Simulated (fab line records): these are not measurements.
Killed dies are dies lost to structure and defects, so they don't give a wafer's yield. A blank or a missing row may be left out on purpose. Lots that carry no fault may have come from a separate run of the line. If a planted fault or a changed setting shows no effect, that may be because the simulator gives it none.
fab line records	flow sky130
[record] lots = 7	wafers = 21	lastDay = 52
route steps=708 shown GATE_OXIDE@191 POLY_GATE@204 PAD_OPEN@708
lots untouched by any fault: they come from a run of this same line in which no faults occurred
startH: start of the lot's first displayed wafer, in hours after the record's first day	waitH: hours from the lot's prior step to this one	" same as the row above	L1.1+2: a single row standing in for several wafers	- no value, or no start given	* or withheld: withheld	< > ~ a bound
route shown NAME@n: a module of which the file shows steps, and the number in the route of the first	usual: mean and standard deviation over wafers with no fault	same: alike in all rows	chamber/n: place in a boat	sites: each site's reading	_std_site: how widely they spread, as a standard deviation	_edge_site: the outer-site mean with the inner-site mean subtracted	radiusMm: for every site, how far away it sits from the centre of the wafer	mask NAME#n: copy n	behind: the tool/chamber that last shaped the wafer	hold: why the lot went on hold/how many hours it stayed there/how the hold came to an end	device: the n, p or np transistor that did not switch	end of line: the same wafers' tests at the end of the route	step lacking rows: just its recipe	killed: not the wafer's yield, but the dies lost to structure and defects at the first sort	map: a wafer's dies, x killed, . not, _ none there
set.NAME: the setting that was run; set.NAME@STEP: the one run at that earlier step	model.NAME: the simulator's own value behind a step, which no gauge read
lots seen at some steps along the route; tables by step, rows by wafer
services: from which hour (startH, from the record's first day; less than 0 if before it) a tool's chamber was out of use, for how many hours, and why
[[steps]]
[step SKY_GATE_OXIDE_HMDS_04]
[recipe] primeTimeS = 60	primeTempC = 120
[step SKY_GATE_OXIDE_COAT_05]
[recipe] resist = NOVOLAK	spinRpm = 3000	resistThkNm = 1140
[step SKY_GATE_OXIDE_SOFTBAKE_06]
[recipe] tempC = 90	timeS = 60	resist = NOVOLAK
[step SKY_GATE_OXIDE_EXPOSE_07]
[recipe] maskId = LVOM	na = 0.6	sourceShape = conventional	sigmaOuter = 0.6	polarization = unpolarized	targetCdNm = 600	doseMj = 170
[step SKY_GATE_OXIDE_PEB_08]
[recipe] tempC = withheld	timeS = *	resist = NOVOLAK
[step SKY_GATE_OXIDE_DEVELOP_09]
[recipe] resist = NOVOLAK	developer = TMAH	developTimeS = 60	devTempC = 23
[step SKY_GATE_OXIDE_OVL_MEAS_10]
[usual] GATE_OXIDE_OVL = 0.5/1.5
lot.wafer	tool	chamber	startH	waitH	GATE_OXIDE_OVL[nm]
L901.1	overlay-01	-	327.71	0.1	-0.2
L901.4	"	-	"	"	1.0
L901.5	"	-	"	"	0.4
L904.1	overlay-02	-	366.56	0.1	-0.4
L904.5	"	-	"	"	-1.6
L904.6	"	-	"	"	-0.4
L905.2	overlay-02	-	368.12	0.1	0.9
L905.3	"	-	"	"	1.1
L905.4	"	-	"	"	0.0
L906.3	overlay-02	-	385.37	0.1	1.5
L906.4	"	-	"	"	1.1
L906.6	"	-	"	"	-0.5
L909.1	overlay-01	-	394.51	0.1	0.6
L909.2	"	-	"	"	-0.2
L909.5	"	-	"	"	0.2
L916.1	overlay-01	-	461.87	0.1	-0.8
L916.2	"	-	"	"	1.1
L916.3	"	-	"	"	0.9
L919.2	overlay-02	-	512.33	0.1	2.5
L919.4	"	-	"	"	1.6
L919.5	"	-	"	"	1.1
[step SKY_GATE_OXIDE_IMPLANT_11]
[recipe] species = B	energyKev = 10	doseCm2 = 2.6e+12	tiltDeg = withheld
[step SKY_GATE_OXIDE_WET_ETCH_12]
[recipe] chemistry = dHF	targetDepthNm = 16.8	dry = n2Spin	target = SiO2	dilution = 100:1	tempC = 25	timeS = 336
[step SKY_GATE_OXIDE_STRIP_13]
[recipe] chemistry = O2/N2	powerW = 1400	pressureMtorr = 1500	platenTempC = withheld	o2FlowSccm = 3000	n2FlowSccm = 300	overashFraction = 0.5
[usual] drypumpMotorCurrentA = 5.7/0.49	oesProductAu = 0.716/0.0047	stripTimeToEndpointS = 14.17/0.042
lot.wafer	tool	chamber	startH	waitH	drypumpMotorCurrentA	oesProductAu	rfHoursCounterH	stripTimeToEndpointS
L901.1	plasmaAsher-03	1	328.12	0.0	6.5	0.718	18	14.18
L901.4	"	1	"	"	6.4	0.716	-	14.13
L901.5	"	0	"	"	5.4	0.714	-	14.16
L904.1	plasmaAsher-01	0	366.86	0.0	5.2	0.715	44	14.16
L904.5	"	0	"	"	5.2	0.721	-	14.13
L904.6	"	1	"	"	5.2	0.716	-	14.18
L905.2	plasmaAsher-01	0	368.40	0.0	5.1	0.707	44	14.17
L905.3	"	1	"	"	5.1	0.709	-	14.20
L905.4	"	0	"	"	5.1	0.716	-	14.20
L906.3	plasmaAsher-01	1	385.68	0.0	5.2	0.715	-	14.23
L906.4	"	0	"	"	5.2	0.726	-	14.21
L906.6	"	0	"	"	5.1	0.712	-	14.22
L909.1	plasmaAsher-03	0	394.81	0.0	5.4	0.714	25	14.13
L909.2	"	1	"	"	6.4	0.712	25	14.16
L909.5	"	1	"	"	6.4	0.715	-	14.15
L916.1	plasmaAsher-02	0	462.16	0.0	5.9	0.712	3	14.16
L916.2	"	1	"	"	6.2	0.721	3	14.18
L916.3	"	0	"	"	5.9	0.707	-	14.22
L919.2	plasmaAsher-03	1	512.61	0.0	6.4	0.716	36	14.09
L919.4	"	0	"	"	5.4	0.712	-	14.14
L919.5	"	1	"	"	6.5	0.711	-	14.17
[step SKY_GATE_OXIDE_TW_MEAS_14]
[usual] GATE_OXIDE_TW = 223.1/2.2
lot.wafer	tool	chamber	startH	waitH	GATE_OXIDE_TW
L901.1	filmMetro-02	-	328.22	0.1	225.6
L901.4	"	-	"	"	228.2
L901.5	"	-	"	"	226.8
L904.1	filmMetro-01	-	366.96	0.1	220.2
L904.5	"	-	"	"	221.1
L904.6	"	-	"	"	221.2
L905.2	filmMetro-03	-	368.51	0.1	223.9
L905.3	"	-	"	"	224.2
L905.4	"	-	"	"	222.7
L906.3	filmMetro-02	-	385.77	0.1	225.2
L906.4	"	-	"	"	224.9
L906.6	"	-	"	"	224.2
L909.1	filmMetro-01	-	394.91	0.1	220.9
L909.2	"	-	"	"	221.2
L909.5	"	-	"	"	221.3
L916.1	filmMetro-02	-	462.26	0.1	224.5
L916.2	"	-	"	"	225.3
L916.3	"	-	"	"	225.8
L919.2	filmMetro-03	-	512.72	0.1	223.8
L919.4	"	-	"	"	222.5
L919.5	"	-	"	"	221.6
[step SKY_GATE_OXIDE_CLEAN_15]
[recipe] chemistry = SC1/SC2	mix = 1:4:20	tempC = 70	timeS = 150	dry = n2Spin
[step SKY_GATE_OXIDE_OXIDATION_16]
[recipe] tempC = 800	ambient = O2	idleTempC = 700	rampUpCPerMin = 10	rampDownCPerMin = 3	stabiliseS = 600	purgeS = 300	targetThkA = 35.7	oxTimeS = 1915
[usual] rampUpCPerMin = 9.9999/0.0017	zonePowerCentrePct = 15.6/1.3	zonePowerLowerPct = 14.9/0.37
lot.wafer	tool	chamber	startH	waitH	rampUpCPerMin	zonePowerCentrePct	zonePowerLowerPct
L901.1	furnace-02	0	328.39	0.0	10.002	13.9	15.5
L901.4	"	0	"	"	9.9996	13.9	15.3
L901.5	"	0	"	"	10.000	13.9	15.3
L904.1	furnace-01	0	369.55	2.5	9.9989	16.5	15.0
L904.5	"	0	"	"	10.001	16.4	14.6
L904.6	"	0	"	"	9.9978	16.4	14.7
L916.1	furnace-01	0	462.71	0.3	9.9993	16.4	14.6
L916.2	"	0	"	"	10.002	16.4	14.7
L916.3	"	0	"	"	9.9971	16.8	14.5
L905.2	furnace-01	0	489.55	120.9	10.0000	16.7	14.7
L905.3	"	0	"	"	10.001	16.7	14.5
L905.4	"	0	"	"	10.002	16.5	14.7
L906.3	furnace-01	0	506.40	120.5	9.9996	16.7	14.7
L906.4	"	0	"	"	10.000	16.5	14.4
L906.6	"	0	"	"	9.9995	16.5	14.6
L919.2	furnace-01	0	514.62	1.8	10.000	16.5	14.6
L919.4	"	0	"	"	10.0000	16.6	14.7
L919.5	"	0	"	"	9.9973	16.3	14.6
L909.1	furnace-01	0	515.48	120.5	10.000	16.6	14.6
L909.2	"	0	"	"	9.9987	16.6	14.5
L909.5	"	0	"	"	9.9981	16.6	14.6
[step SKY_POLY_GATE_CVD_00]
[recipe] material = poly-Si	targetThkNm = 180	tempC = 620	timeS = 720	pressureMtorr = 200
[step SKY_PAD_OPEN_PROBE_99]
[usual] killed_at_M0_to_M3 = 43/6.6	killed_at_M4_up = 3.1/1.6	killedAtContacts = 23/5.6	killedAtFrontEnd = 15/4.2	killedAtOther = 0.2/0.43	killedDies = 85/9.3	killedOpen = 46/6.6	killedShort = 39/6.2
[same] grossDies = 492	killedAtBackSide = 0
lot.wafer	tool	chamber	startH	waitH	killed_at_M0_to_M3	killed_at_M4_up	killedAtContacts	killedAtFrontEnd	killedAtOther	killedDies	killedOpen	killedShort	model.etest.capThinOxide.gateBvV
L901.1	prober-02	-	1083.33	0.1	39	5	23	22	1	90	53	37	7.191
L901.4	prober-02	-	1083.48	0.2	48	1	23	19	0	91	63	28	7.118
L901.5	prober-02	-	1083.53	0.2	45	3	29	21	0	98	56	42	7.117
L904.1	prober-01	-	1110.43	0.1	43	6	25	21	0	95	52	43	7.011
L904.5	prober-01	-	1110.63	0.2	45	1	21	17	0	84	50	34	7.008
L904.6	prober-01	-	1110.68	0.2	29	3	25	13	0	70	38	32	6.943
L916.1	prober-01	-	1174.43	0.1	38	5	13	18	1	75	35	40	7.193
L916.2	prober-01	-	1174.48	0.1	53	5	26	19	0	103	53	50	7.018
L916.3	prober-01	-	1174.53	0.2	44	6	27	15	0	92	53	39	6.956
L919.2	prober-01	-	1201.40	0.1	50	4	20	14	0	88	46	42	7.205
L919.4	prober-01	-	1201.50	0.2	43	5	15	13	0	76	39	37	6.853
L919.5	prober-01	-	1201.55	0.2	45	3	18	11	0	77	40	37	6.982
L905.2	prober-02	-	1237.44	0.1	33	4	33	16	0	86	48	38	6.356
L905.3	prober-02	-	1237.49	0.2	58	2	24	17	0	101	58	43	6.306
L905.4	prober-02	-	1237.54	0.2	38	3	22	18	0	81	47	34	6.303
L906.3	prober-01	-	1241.28	0.2	34	4	25	15	1	79	38	41	6.426
L906.4	prober-01	-	1241.33	0.2	34	3	23	18	0	78	42	36	6.312
L906.6	prober-01	-	1241.43	0.2	45	9	19	16	0	89	42	47	6.506
L909.1	prober-02	-	1252.96	0.1	53	3	20	11	1	88	41	47	6.58
L909.2	prober-02	-	1253.01	0.1	41	6	21	10	1	79	41	38	6.36
L909.5	prober-02	-	1253.16	0.2	38	2	21	17	0	78	39	39	6.482
// killed by level:class
L901.1 CONTACT:geometricParticle:open=11 VIA1:geometricParticle:open=10 FIELD_ISO:geometricParticle:open=7 POLY_CUT:geometricParticle:open=6 METAL1:geometricParticle:short=6 VIA3:geometricParticle:open=6 VIA3:geometricParticle:short=5 VIA2:geometricParticle:open=5
L901.4 VIA2:geometricParticle:open=11 VIA3:geometricParticle:open=10 LI_CONTACT:geometricParticle:open=9 VIA1:geometricParticle:open=8 POLY_GATE:geometricParticle:open=7 CONTACT:geometricParticle:open=7 METAL1:geometricParticle:short=7 VIA2:geometricParticle:short=5
L901.5 LI_CONTACT:geometricParticle:open=10 VIA1:geometricParticle:open=9 CONTACT:geometricParticle:open=8 VIA2:geometricParticle:open=7 FIELD_ISO:geometricParticle:open=6 VIA3:geometricParticle:open=6 METAL1:geometricParticle:short=6 FIELD_ISO:geometricParticle:short=4
L904.1 LI_CONTACT:geometricParticle:open=10 CONTACT:geometricParticle:open=9 VIA2:geometricParticle:open=9 METAL1:geometricParticle:short=7 FIELD_ISO:geometricParticle:short=6 VIA3:geometricParticle:open=6 POLY_GATE:geometricParticle:open=5 LOCAL_INTERCONNECT:geometricParticle:short=5
L904.5 VIA1:geometricParticle:open=11 VIA2:geometricParticle:open=9 LI_CONTACT:geometricParticle:open=8 VIA3:geometricParticle:open=6 CONTACT:geometricParticle:open=5 METAL1:geometricParticle:short=5 VIA1:geometricParticle:short=5 SPACER:geometricParticle:short=4
L904.6 LI_CONTACT:geometricParticle:open=9 CONTACT:geometricParticle:open=7 VIA1:geometricParticle:open=7 POLY_GATE:geometricParticle:open=4 LI_CONTACT:geometricParticle:short=4 VIA2:geometricParticle:open=4 METAL3:geometricParticle:short=4 POLY_GATE:geometricParticle:short=3
L916.1 FIELD_ISO:geometricParticle:short=7 VIA1:geometricParticle:open=7 METAL1:geometricParticle:short=6 METAL2:geometricParticle:short=5 VIA1:geometricParticle:short=5 VIA2:geometricParticle:open=5 LI_CONTACT:geometricParticle:open=4 CONTACT:geometricParticle:open=4
L916.2 VIA1:geometricParticle:open=14 CONTACT:geometricParticle:open=10 METAL2:geometricParticle:short=8 FIELD_ISO:geometricParticle:short=7 VIA3:geometricParticle:open=7 VIA2:geometricParticle:open=6 LI_CONTACT:geometricParticle:open=5 VIA3:geometricParticle:short=5
L916.3 CONTACT:geometricParticle:open=12 VIA1:geometricParticle:open=12 METAL2:geometricParticle:short=9 VIA3:geometricParticle:open=8 LI_CONTACT:geometricParticle:open=7 LI_CONTACT:geometricParticle:short=5 METAL4:geometricParticle:short=5 FIELD_ISO:geometricParticle:open=3
L919.2 CONTACT:geometricParticle:open=10 VIA2:geometricParticle:open=9 VIA3:geometricParticle:open=8 VIA1:geometricParticle:open=7 VIA1:geometricParticle:short=6 FIELD_ISO:geometricParticle:short=5 VIA2:geometricParticle:short=5 METAL3:geometricParticle:short=5
L919.4 VIA1:geometricParticle:open=10 VIA3:geometricParticle:open=8 CONTACT:geometricParticle:open=7 VIA3:geometricParticle:short=7 POLY_GATE:geometricParticle:short=5 VIA2:geometricParticle:open=5 METAL1:geometricParticle:short=5 LI_CONTACT:geometricParticle:open=4
L919.5 VIA3:geometricParticle:open=8 VIA2:geometricParticle:open=7 CONTACT:geometricParticle:open=7 LOCAL_INTERCONNECT:geometricParticle:short=6 VIA1:geometricParticle:open=6 VIA1:geometricParticle:short=5 VIA2:geometricParticle:short=5 LI_CONTACT:geometricParticle:open=4
L905.2 LI_CONTACT:geometricParticle:open=11 CONTACT:geometricParticle:open=8 VIA1:geometricParticle:open=8 CONTACT:geometricParticle:short=7 VIA3:geometricParticle:open=6 FIELD_ISO:geometricParticle:open=4 VIA1:geometricParticle:short=4 METAL1:geometricParticle:short=4
L905.3 VIA1:geometricParticle:open=21 CONTACT:geometricParticle:open=10 CONTACT:geometricParticle:short=8 VIA2:geometricParticle:open=8 METAL1:geometricParticle:short=7 FIELD_ISO:geometricParticle:short=5 VIA3:geometricParticle:open=5 FIELD_ISO:geometricParticle:open=4
L905.4 VIA1:geometricParticle:open=11 LI_CONTACT:geometricParticle:open=8 CONTACT:geometricParticle:open=6 METAL2:geometricParticle:short=6 VIA2:geometricParticle:open=6 FIELD_ISO:geometricParticle:open=4 LOCAL_INTERCONNECT:geometricParticle:short=4 METAL1:geometricParticle:short=4
L906.3 CONTACT:geometricParticle:open=10 LOCAL_INTERCONNECT:geometricParticle:short=7 VIA3:geometricParticle:open=7 METAL1:geometricParticle:short=6 FIELD_ISO:geometricParticle:open=5 METAL3:geometricParticle:short=5 VIA1:geometricParticle:open=4 METAL2:geometricParticle:short=4
L906.4 CONTACT:geometricParticle:open=10 VIA1:geometricParticle:open=9 METAL1:geometricParticle:short=7 POLY_GATE:geometricParticle:short=6 CONTACT:geometricParticle:short=5 FIELD_ISO:geometricParticle:open=4 POLY_GATE:geometricParticle:open=4 LI_CONTACT:geometricParticle:open=4
L906.6 METAL2:geometricParticle:short=8 LI_CONTACT:geometricParticle:open=7 CONTACT:geometricParticle:open=6 VIA1:geometricParticle:open=6 VIA1:geometricParticle:short=6 FIELD_ISO:geometricParticle:open=5 VIA2:geometricParticle:open=5 VIA3:geometricParticle:open=5
L909.1 VIA2:geometricParticle:open=9 VIA1:geometricParticle:short=8 METAL2:geometricParticle:short=8 VIA1:geometricParticle:open=8 VIA3:geometricParticle:open=7 LOCAL_INTERCONNECT:geometricParticle:short=7 METAL1:geometricParticle:short=5 POLY_GATE:geometricParticle:short=4
L909.2 CONTACT:geometricParticle:open=8 VIA1:geometricParticle:open=6 VIA3:geometricParticle:open=6 VIA2:geometricParticle:open=5 METAL4:geometricParticle:short=5 METAL2:geometricParticle:short=4 LOCAL_INTERCONNECT:geometricParticle:open=4 METAL1:geometricParticle:short=4
L909.5 CONTACT:geometricParticle:open=12 VIA2:geometricParticle:open=8 VIA1:geometricParticle:open=5 CONTACT:geometricParticle:short=5 METAL2:geometricParticle:short=5 FIELD_ISO:geometricParticle:open=4 FIELD_ISO:geometricParticle:short=4 VIA3:geometricParticle:short=4
[[services]]
tool	chamber	startH	hours	kind
plasmaAsher-01	-	320.77	2.0	repair
plasmaAsher-01	-	346.25	8.3	repair
furnace-01	-	349.81	3.6	pm
furnace-01	-	389.32	3.3	pm
plasmaAsher-03	-	412.14	1.6	repair
plasmaAsher-02	-	421.27	9.0	pm
plasmaAsher-02	0	421.27	9.0	ventCycle
plasmaAsher-02	1	421.27	9.0	ventCycle
plasmaAsher-02	0	430.27	-	clean
plasmaAsher-02	1	430.27	-	clean
plasmaAsher-02	-	444.39	0.4	repair
plasmaAsher-01	-	452.35	1.1	repair
plasmaAsher-03	-	480.24	14.7	repair
plasmaAsher-01	-	487.71	1.3	repair
furnace-02	-	492.37	8.8	pm
furnace-02	-	503.62	22.4	repair
plasmaAsher-03	-	506.24	0.6	repair
[[key]]
[firstSign] step = SKY_GATE_OXIDE_OXIDATION_16	reading = waitH	direction = changed
effect none on later readings
[modelEffect] step = SKY_PAD_OPEN_PROBE_99	value = etest.capThinOxide.gateBvV	without = 6.926	struck = 6.403
metAt SKY_GATE_OXIDE_OXIDATION_16
struckWafers L905.2,L905.3,L905.4,L906.3,L906.4,L906.6,L909.1,L909.2,L909.5
testerLeftOut L905,L906,L909
[fault] kind = queueTimeViolation	tool = furnace-01,furnace-02	chamber = 0	onsetH = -	steps = SKY_GATE_OXIDE_OXIDATION_16	delayHr = 120	scope = struckLotsOnly
// testerLeftOut: of these lots the tester's yield and bins aren't shown, on N5 and GAA mostly nor the transistor test; their killed dies are dies lost to structure and defects alone, not to doping, threshold or leakage, so they don't give the yield
